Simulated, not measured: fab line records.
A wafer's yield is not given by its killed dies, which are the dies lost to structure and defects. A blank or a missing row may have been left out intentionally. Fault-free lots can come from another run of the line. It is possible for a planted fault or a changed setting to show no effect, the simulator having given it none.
fab line records + flow gf180mcu
[record]
- lots = 5
- wafers = 15
- last-day = 34
route steps=602 shown M2@366
lots that met no fault: taken from a fault-free run of the same line
start-h: start of the lot's first displayed wafer, in hours after the record's first day + wait-h: time in hours since the lot's previous step + " the same as in the row above + L1.1+2: several wafers, shown together as one row + - either no value or no given start + * or withheld: withheld + < > ~ a bound
route shown NAME@n: names a module that has steps shown in the file, with the first one's number in the route + usual: mean/standard deviation of fault-free wafers + same: alike in all rows + chamber/n: place in a boat + sites: readings site by site + _std_site: standard deviation across them + _edge_site: mean of outer sites minus mean of inner sites + radius-mm: for every site, how far away it sits from the centre of the wafer + mask NAME#n: copy n + behind: tool/chamber where the wafer was last shaped + hold: why the lot went on hold/how many hours it stayed there/how the hold came to an end + device: transistor that didn't switch, given as n, p or np + end of line: tests run on the same wafers once the route is complete + a step with no rows: only its recipe + killed: dies that structure and defects cost at the first sort, which is not the same as the wafer's yield + map: dies across one wafer; x = killed, . = not, _ = none there
set.NAME: the setting as run; set.NAME@STEP: as run at that earlier step + model.NAME: the simulator's own value behind a step, which no gauge read
certain route steps with their lots: each step a table, each wafer a row
services: from which hour (start-h, from the record's first day; less than 0 if before it) a tool's chamber was out of use, for how many hours, and why
[[steps]]
[step GF_M2_SPUTTER_04]
[recipe]
- material = TiN
- target-thk-nm = 50
- power-w = 6500
- time-s = 41.7
- chamber-pressure-pa = 0.4
[usual]
- chamber-pressure-pa = 0.3999/0.00079
- throttle-valve-pct = 30.4/0.76
| lot.wafer | tool           | chamber | start-h | wait-h | chamber-pressure-pa | throttle-valve-pct |
|-----------|----------------|---------|---------|--------|---------------------|--------------------|
| L696.1    | pvd-sputter-01 | -       | 449.34  | 0.0    | 0.4000              | 31.3               |
| L696.4    | "              | -       | "       | "      | 0.3997              | 30.5               |
| L696.5    | "              | -       | "       | "      | 0.3986              | 31.4               |
| L702.1    | pvd-sputter-01 | -       | 493.93  | 0.0    | 0.4008              | 29.1               |
| L702.5    | "              | -       | "       | "      | 0.4008              | 29.8               |
| L702.6    | "              | -       | "       | "      | 0.3999              | 31.4               |
| L704.2    | pvd-sputter-04 | -       | 514.92  | 0.0    | 0.4000              | 30.9               |
| L704.3    | "              | -       | "       | "      | 0.3994              | 29.1               |
| L704.6    | "              | -       | "       | "      | 0.4006              | 31.0               |
| L714.2    | pvd-sputter-02 | -       | 593.57  | 0.0    | 0.4001              | 30.5               |
| L714.3    | "              | -       | "       | "      | 0.3998              | 31.3               |
| L714.6    | "              | -       | "       | "      | 0.4001              | 31.3               |
| L716.1    | pvd-sputter-04 | -       | 603.02  | 0.0    | 0.4003              | 30.5               |
| L716.2    | "              | -       | "       | "      | 0.3991              | 28.9               |
| L716.6    | "              | -       | "       | "      | 0.4004              | 30.3               |
[step GF_M2_RS_MEAS_05]
[recipe]
- thk-meas-gauge = four-point-probe
- reads = TiN_of_M2_SPUTTER_04+Ti_of_M2_SPUTTER_03+AlCu_of_M2_SPUTTER_02+TiN_of_M2_SPUTTER_01+Ti_of_M2_SPUTTER_00
[usual]
- M2_ALCU_RS = 0.0693/0.00091
| lot.wafer | tool          | chamber | start-h | wait-h | M2_ALCU_RS[ohm/sq] |
|-----------|---------------|---------|---------|--------|--------------------|
| L696.1    | film-metro-02 | -       | 449.38  | 0.0    | 0.0681             |
| L696.4    | "             | -       | "       | "      | 0.0703             |
| L696.5    | "             | -       | "       | "      | 0.0683             |
| L702.1    | film-metro-01 | -       | 493.97  | 0.0    | 0.0685             |
| L702.5    | "             | -       | "       | "      | 0.0688             |
| L702.6    | "             | -       | "       | "      | 0.0684             |
| L704.2    | film-metro-01 | -       | 514.98  | 0.0    | 0.0679             |
| L704.3    | "             | -       | "       | "      | 0.0683             |
| L704.6    | "             | -       | "       | "      | 0.0683             |
| L714.2    | film-metro-02 | -       | 593.63  | 0.0    | 0.0693             |
| L714.3    | "             | -       | "       | "      | 0.0699             |
| L714.6    | "             | -       | "       | "      | 0.0699             |
| L716.1    | film-metro-02 | -       | 603.06  | 0.0    | 0.0699             |
| L716.2    | "             | -       | "       | "      | 0.0699             |
| L716.6    | "             | -       | "       | "      | 0.0690             |
[step GF_M2_THK_MEAS_06]
[recipe]
- thk-meas-gauge = xrf
- reads = AlCu_of_M2_SPUTTER_02
[usual]
- M2_ALCU_THK = 453/5.6
| lot.wafer | tool          | chamber | start-h | wait-h | M2_ALCU_THK[nm] |
|-----------|---------------|---------|---------|--------|-----------------|
| L696.1    | film-metro-02 | -       | 449.50  | 0.1    | 459             |
| L696.4    | "             | -       | "       | "      | 442             |
| L696.5    | "             | -       | "       | "      | 457             |
| L702.1    | film-metro-01 | -       | 494.09  | 0.1    | 455             |
| L702.5    | "             | -       | "       | "      | 454             |
| L702.6    | "             | -       | "       | "      | 457             |
| L704.2    | film-metro-01 | -       | 515.09  | 0.1    | 463             |
| L704.3    | "             | -       | "       | "      | 460             |
| L704.6    | "             | -       | "       | "      | 461             |
| L714.2    | film-metro-02 | -       | 593.74  | 0.1    | 452             |
| L714.3    | "             | -       | "       | "      | 449             |
| L714.6    | "             | -       | "       | "      | 449             |
| L716.1    | film-metro-02 | -       | 603.18  | 0.1    | 451             |
| L716.2    | "             | -       | "       | "      | 449             |
| L716.6    | "             | -       | "       | "      | 454             |
[step GF_M2_DEHYDRATE_07]
[recipe]
- temp-c = 200
- time-s = 60
[step GF_M2_HMDS_08]
[recipe]
- prime-time-s = 60
- prime-temp-c = 120
[step GF_M2_COAT_09]
[recipe]
- resist = KrF
- spin-rpm = withheld
- resist-thk-nm = 1000
[step GF_M2_SOFTBAKE_10]
[recipe]
- temp-c = 130
- time-s = 60
- resist = KrF
[step GF_M2_EXPOSE_11]
[recipe]
- mask-id = Metal2
- target-cd-nm = 280
- na = 0.68
- source-shape = conventional
- sigma-outer = 0.6
- dose-mj = 28
[step GF_M2_PEB_12]
[recipe]
- peb-temp-c = 135
- peb-time-s = 90
- resist = KrF
[step GF_M2_DEVELOP_13]
[recipe]
- develop-time-s = 60
- dev-temp-c = 21
[step GF_M2_CD_MEAS_14]
[recipe]
- target-cd-nm = 280
[usual]
- cd-nm = 280.0/1.2
| lot.wafer | tool      | chamber | start-h | wait-h | cd-nm |
|-----------|-----------|---------|---------|--------|-------|
| L696.1    | cd-sem-02 | -       | 473.31  | 0.1    | 281.6 |
| L696.4    | "         | -       | "       | "      | 281.3 |
| L696.5    | "         | -       | "       | "      | 280.5 |
| L702.1    | cd-sem-02 | -       | 517.43  | 0.1    | 277.8 |
| L702.5    | "         | -       | "       | "      | 278.1 |
| L702.6    | "         | -       | "       | "      | 278.1 |
| L704.2    | cd-sem-02 | -       | 537.56  | 0.1    | 278.7 |
| L704.3    | "         | -       | "       | "      | 280.9 |
| L704.6    | "         | -       | "       | "      | 280.5 |
| L714.2    | cd-sem-02 | -       | 614.88  | 0.1    | 278.4 |
| L714.3    | "         | -       | "       | "      | 277.7 |
| L714.6    | "         | -       | "       | "      | 279.1 |
| L716.1    | cd-sem-01 | -       | 624.41  | 0.1    | 278.8 |
| L716.2    | "         | -       | "       | "      | 279.0 |
| L716.6    | "         | -       | "       | "      | 277.3 |
[step GF_M2_OVL_MEAS_15]
[usual]
- M2_OVL = -4/4.7
| lot.wafer | tool       | chamber | start-h | wait-h | M2_OVL[nm] |
|-----------|------------|---------|---------|--------|------------|
| L696.1    | overlay-01 | -       | 473.43  | 0.1    | -2         |
| L696.4    | "          | -       | "       | "      | -1         |
| L696.5    | "          | -       | "       | "      | -9         |
| L702.1    | overlay-01 | -       | 517.55  | 0.1    | -3         |
| L702.5    | "          | -       | "       | "      | -6         |
| L702.6    | "          | -       | "       | "      | -3         |
| L704.2    | overlay-01 | -       | 537.67  | 0.1    | -6         |
| L704.3    | "          | -       | "       | "      | 3          |
| L704.6    | "          | -       | "       | "      | -7         |
| L714.2    | overlay-01 | -       | 614.98  | 0.1    | 4          |
| L714.3    | "          | -       | "       | "      | 10         |
| L714.6    | "          | -       | "       | "      | 1          |
| L716.1    | overlay-01 | -       | 624.53  | 0.1    | 0          |
| L716.2    | "          | -       | "       | "      | 0          |
| L716.6    | "          | -       | "       | "      | 1          |
[step GF_M2_METAL_ETCH_16]
[recipe]
- chemistry = Cl2/BCl3
- mask-material = KrF
- target-depth-nm = 750.8
- stop-on = SiO2
- pressure-mtorr = 8
- icp-w = 800
- bias-w = 140
- Cl2_flow_sccm = 80
- bcl3-flow-sccm = 40
- time-s = 125.1
[usual]
- bcl3-flow-sccm = 39.98/0.11
- chamber-pressure-mTorr = 8.000/0.0073
- drypump-motor-current-A = 5.65/0.26
- oes-product-au = 0.990/0.0073
- throttle-valve-pct = 28.230/0.01
| lot.wafer | tool         | chamber | start-h | wait-h | bcl3-flow-sccm | chamber-pressure-mTorr | drypump-motor-current-A | oes-product-au | rf-hours-counter-h | throttle-valve-pct | model.KrF_of_M2_COAT_09.thk-nm |
|-----------|--------------|---------|---------|--------|----------------|------------------------|-------------------------|----------------|--------------------|--------------------|--------------------------------|
| L696.1    | rie-metal-03 | 0       | 473.46  | 0.0    | 39.96          | 8.000                  | 5.95                    | 0.995          | 3                  | 28.220             | 679.1                          |
| L696.4    | "            | 1       | "       | "      | 40.10          | 7.981                  | 5.54                    | 0.993          | -                  | 28.248             | 683.7                          |
| L696.5    | "            | 1       | "       | "      | 40.20          | 8.009                  | 5.56                    | 0.991          | -                  | 28.218             | 688.4                          |
| L702.1    | rie-metal-01 | 0       | 517.58  | 0.0    | 40.15          | 7.995                  | 5.24                    | 0.974          | 9                  | 28.231             | 700.3                          |
| L702.5    | "            | 1       | "       | "      | 39.84          | 8.007                  | 5.90                    | 0.988          | -                  | 28.227             | 681.7                          |
| L702.6    | "            | 0       | "       | "      | 39.93          | 7.989                  | 5.23                    | 0.970          | -                  | 28.239             | 703                            |
| L704.2    | rie-metal-01 | 0       | 537.70  | 0.0    | 39.99          | 8.005                  | 5.29                    | 0.977          | 10                 | 28.239             | 694.9                          |
| L704.3    | "            | 0       | "       | "      | 40.00          | 7.996                  | 5.27                    | 0.973          | -                  | 28.244             | 698.7                          |
| L704.6    | "            | 1       | "       | "      | 39.83          | 7.991                  | 5.89                    | 0.921          | -                  | 28.301             | 719.6                          |
| L714.2    | rie-metal-03 | 1       | 615.01  | 0.0    | 39.94          | 8.004                  | 5.55                    | 0.998          | 3                  | 28.224             | 686.7                          |
| L714.3    | "            | 1       | "       | "      | 40.08          | 8.005                  | 5.54                    | 0.991          | -                  | 28.235             | 685.8                          |
| L714.6    | "            | 1       | "       | "      | 40.16          | 7.989                  | 5.55                    | 0.999          | -                  | 28.222             | 685.9                          |
| L716.1    | rie-metal-01 | 0       | 624.56  | 0.0    | 40.02          | 7.991                  | 5.25                    | 0.979          | 13                 | 28.240             | 693.3                          |
| L716.2    | "            | 0       | "       | "      | 40.07          | 7.999                  | 5.25                    | 0.969          | -                  | 28.250             | 696.9                          |
| L716.6    | "            | 0       | "       | "      | 40.05          | 8.009                  | 5.27                    | 0.987          | -                  | 28.221             | 688.9                          |
[step GF_M2_STRIP_17]
[recipe]
- chemistry = O2/N2
- power-w = 1400
- pressure-mtorr = 1500
- platen-temp-c = 250
- o2-flow-sccm = 3000
- n2-flow-sccm = 300
- overash-fraction = 0.5
[usual]
- chamber-pressure-mTorr = 1499.9/1.5
- drypump-motor-current-A = 5.7/0.37
- heater-power-w = 317/37
- oes-product-au = 0.537/0.0049
- strip-time-to-endpoint-s = 7.39/0.067
| lot.wafer | tool            | chamber | start-h | wait-h | chamber-pressure-mTorr | drypump-motor-current-A | heater-power-w | oes-product-au | rf-hours-counter-h | strip-time-to-endpoint-s |
|-----------|-----------------|---------|---------|--------|------------------------|-------------------------|----------------|----------------|--------------------|--------------------------|
| L696.1    | plasma-asher-01 | 1       | 473.59  | 0.1    | 1499.7                 | 6.4                     | 279            | 0.531          | 80                 | 7.33                     |
| L696.4    | "               | 0       | "       | "      | 1498.1                 | 5.8                     | 331            | 0.532          | -                  | 7.37                     |
| L696.5    | "               | 0       | "       | "      | 1498.6                 | 5.8                     | 331            | 0.540          | -                  | 7.41                     |
| L702.1    | plasma-asher-01 | 0       | 517.71  | 0.1    | 1499.4                 | 5.8                     | 326            | 0.540          | 86                 | 7.55                     |
| L702.5    | "               | 1       | "       | "      | 1500.5                 | 6.4                     | 288            | 0.533          | -                  | 7.35                     |
| L702.6    | "               | 0       | "       | "      | 1499.4                 | 5.8                     | 327            | 0.537          | -                  | 7.57                     |
| L704.2    | plasma-asher-02 | 0       | 537.83  | 0.1    | 1497.0                 | 5.9                     | 362            | 0.537          | 80                 | 7.48                     |
| L704.3    | "               | 1       | "       | "      | 1498.4                 | 5.3                     | 372            | 0.548          | -                  | 7.52                     |
| L704.6    | "               | 0       | "       | "      | 1501.9                 | 6.0                     | 353            | 0.553          | -                  | 7.74                     |
| L714.2    | plasma-asher-02 | 0       | 615.14  | 0.1    | 1500.2                 | 6.0                     | 371            | 0.547          | 90                 | 7.40                     |
| L714.3    | "               | 1       | "       | "      | 1502.8                 | 5.2                     | 357            | 0.542          | -                  | 7.40                     |
| L714.6    | "               | 1       | "       | "      | 1503.3                 | 5.2                     | 358            | 0.536          | -                  | 7.40                     |
| L716.1    | plasma-asher-04 | 0       | 624.82  | 0.2    | 1499.4                 | 5.8                     | 324            | 0.540          | 54                 | 7.48                     |
| L716.2    | "               | 1       | "       | "      | 1499.7                 | 5.4                     | 264            | 0.538          | 54                 | 7.50                     |
| L716.6    | "               | 1       | "       | "      | 1499.3                 | 5.4                     | 265            | 0.537          | -                  | 7.43                     |
[step GF_M2_STRIP_18]
[recipe]
- chemistry = post-etch-residue-remover
- time-s = 1200
- temp-c = 72.5
[[services]]
| tool            | chamber | start-h | hours | kind                   |
|-----------------|---------|---------|-------|------------------------|
| rie-metal-03    | -       | 428.38  | 0.1   | repair                 |
| rie-metal-03    | 1       | 430.25  | 1.0   | repair                 |
| pvd-sputter-02  | -       | 446.56  | 8.1   | repair                 |
| plasma-asher-01 | -       | 447.24  | 14.6  | pm                     |
| rie-metal-01    | -       | 448.54  | 1.4   | pm                     |
| rie-metal-03    | -       | 456.57  | 14.6  | pm                     |
| plasma-asher-02 | -       | 464.60  | 1.2   | repair                 |
| plasma-asher-04 | -       | 474.64  | 15.6  | pm                     |
| pvd-sputter-04  | 0       | 489.10  | -     | consumable-replace:kit |
| pvd-sputter-04  | 0       | 489.10  | 18.0  | scheduled-down         |
| pvd-sputter-04  | 0       | 489.10  | 18.0  | vent-cycle             |
| pvd-sputter-02  | -       | 499.35  | 2.1   | repair                 |
| rie-metal-03    | 1       | 504.31  | -     | clean                  |
| pvd-sputter-01  | -       | 533.81  | 3.8   | repair                 |
| pvd-sputter-02  | -       | 543.45  | 4.4   | repair                 |
| pvd-sputter-04  | -       | 548.52  | 0.6   | repair                 |
| plasma-asher-02 | -       | 552.52  | 3.0   | repair                 |
| rie-metal-01    | -       | 577.41  | 14.6  | pm                     |
| pvd-sputter-04  | -       | 583.50  | 3.4   | repair                 |
| plasma-asher-04 | -       | 600.04  | 4.0   | pm                     |
| pvd-sputter-04  | -       | 614.11  | 9.4   | repair                 |
| rie-metal-01    | 1       | 616.76  | -     | clean                  |
| rie-metal-01    | 1       | 616.76  | 22.1  | scheduled-down         |
| rie-metal-01    | 1       | 616.76  | 22.1  | vent-cycle             |
[[key]]
[first-sign]
- step = GF_M2_METAL_ETCH_16
- reading = oes-product-au
- direction = down
- sigmas = 9.4
- usual = 0.990
- struck = 0.921
[effect]
- step = GF_M2_METAL_ETCH_16
- reading = throttle-valve-pct
- direction = up
- sigmas = 7
- usual = 28.230
- struck = 28.301
[effect]
- step = GF_M2_STRIP_17
- reading = strip-time-to-endpoint-s
- direction = up
- sigmas = 5.3
- usual = *
- struck = *
[model-effect]
- step = GF_M2_METAL_ETCH_16
- value = KrF_of_M2_COAT_09.thk-nm
- without = 677.3
- struck = 719.6
met-at GF_M2_METAL_ETCH_16
struck-wafers L704.6
sort-left-out L704.6
onset-between 517.58 537.70
[fault]
- kind = process-parameter-drift
- tool = rie-metal-01
- chamber = -
- onset-h = 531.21
- steps = GF_M2_METAL_ETCH_16
- channel = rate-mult
- offset = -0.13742
- shape = step
- end-h = 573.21
- scope = struck-wafers-only
// sort-left-out: the simulated sort isn't trusted on such a fault, so these wafers' sort isn't shown, and their yield isn't known
